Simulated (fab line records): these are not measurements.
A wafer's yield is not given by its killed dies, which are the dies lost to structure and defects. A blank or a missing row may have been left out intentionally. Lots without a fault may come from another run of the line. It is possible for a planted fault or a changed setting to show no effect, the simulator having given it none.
One fault through the eyes of 2 desks | flow sky130 | every desk sees just its own numbers, and what lay behind them comes last

AT THE METROLOGY DESK
Lot by lot, what the gauges showed, no matter which tool ran the lot: averages of those sampled wafers that carry a number. A lot is out of limits, marked OUT, if its mean lies more than 4 standard deviations from the usual mean; the brackets give that distance. Of its 8 readings 7 are shown: those that lie furthest out on some lot.
Columns: A = cd nm at SKY_METAL3_CD_MEAS_13, usual 299.9 nm; B = METAL3_OVL at SKY_METAL3_OVL_MEAS_14, usual -4 nm; C = VIA3_HDPCVD_THK at SKY_VIA3_THK_MEAS_01, usual 1633 nm; D = VIA3_BOW at SKY_VIA3_BOW_MEAS_03, usual 77 um; E = cd nm at SKY_VIA3_CD_MEAS_12, usual 199.4 nm; F = VIA3_OVL at SKY_VIA3_OVL_MEAS_13, usual 2 nm; G = VIA3_W_THK at SKY_VIA3_THK_MEAS_23, usual 407 nm
lot  | first seen here | A     | B  | C    | D  | E     | F  | G
L572 | day 38 07:13    | 297.7 | -5 | 1627 | 84 | 199.5 | 7  | 401
L583 | day 42 14:54    | 302.0 | -9 | 1617 | 68 | 199.6 | -3 | 400
L582 | day 42 18:01    | 300.2 | -2 | 1648 | 82 | 198.0 | 7  | 410
L585 | day 42 19:41    | 303.2 | 3  | 1626 | 77 | 198.0 | 8  | 401
L586 | day 42 19:45    | 300.2 | 5  | 1602 | 82 | 198.4 | 9  | 412
L593 | day 44 19:16    | 299.7 | -4 | 1653 | 79 | 200.2 | 5  | 402
Finding of this desk: none of the 6 lots has anything out of limits.

TOOL OWNER'S DESK, rie diel-02
The tool's own readings at SKY_METAL3_ETCH_17 (etches SiO2 in C4F8/O2/Ar, stops on TiN, time 3.9 s, target depth 15 nm): means of the sampled wafers that have a number, for each lot that ran on this tool. A lot is out of limits, marked OUT, if its mean lies more than 4 standard deviations from the usual mean; the brackets give that distance.
Columns: A = oes product au at SKY_METAL3_ETCH_17, usual 0.753 a.u.
lot  | first seen here | A
L572 | day 38 07:30    | 0.757
L583 | day 42 15:11    | 0.751
L582 | day 42 18:18    | 0.748
Finding of this desk: none of the 3 lots has anything out of limits.

BROUGHT TOGETHER
Nothing out of limits was seen by the metrology desk.
The tool owner's desk saw nothing out of limits.

WHAT THE SIMULATOR PUT IN
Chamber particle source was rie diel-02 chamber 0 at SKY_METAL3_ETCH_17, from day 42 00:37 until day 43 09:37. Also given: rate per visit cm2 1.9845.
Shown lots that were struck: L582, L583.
